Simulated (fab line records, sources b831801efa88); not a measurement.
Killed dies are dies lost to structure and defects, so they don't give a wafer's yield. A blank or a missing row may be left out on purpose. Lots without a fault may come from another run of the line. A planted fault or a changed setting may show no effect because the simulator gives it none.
Which tool did it? | flow gf180mcu | 12 lots, 36 wafers sampled, at 1 step of a route of 602

WHAT THE GAUGES READ, wafer by wafer
GF_CONTACT_BOW_MEAS_05.
lot  | measured     | on            | CONTACT_BOW (um)
L075 | day 15 02:52 | film_metro-01 | 46 72 67
L077 | day 16 00:25 | film_metro-01 | 70 72 68
L080 | day 17 05:32 | film_metro-02 | 61 65 68
L081 | day 17 22:19 | film_metro-01 | 69 57 61
L083 | day 19 04:26 | film_metro-01 | 57 70 72
L084 | day 19 11:40 | film_metro-01 | 63 57 73
L087 | day 20 02:01 | film_metro-02 | 61 57 63
L089 | day 20 20:00 | film_metro-02 | 78 66 68
L092 | day 21 12:34 | film_metro-03 | 71 64 62
L093 | day 22 01:25 | film_metro-02 | 69 63 57
L095 | day 23 00:58 | film_metro-02 | 74 69 64
L097 | day 23 12:40 | film_metro-01 | 63 68 79

WHICH TOOL RAN EACH LOT (tool, then ch and the chambers of the sampled wafers, then the start)
The record holds no process step before these readings.

THE ANSWER, worked out from the rows above alone
Rule: what is usual is taken from the lots themselves. Put in order of their means at a reading, lots are off if they are a third of the lots or fewer, leave a main group of 4 or more, and stand apart from it by a gap of 3 or more times the standard deviation of the main group's means; of several such gaps the widest counts. A main group whose means are all the same, to the digits that the tables above print for the reading, isn't used. A lot without any number at a reading at which 4 lots or more have one is off too. The other lots that the step has rows for count as sound.
No lot is off at any reading shown: from this, nothing can be told.

WHAT THE SIMULATOR HAD PUT IN
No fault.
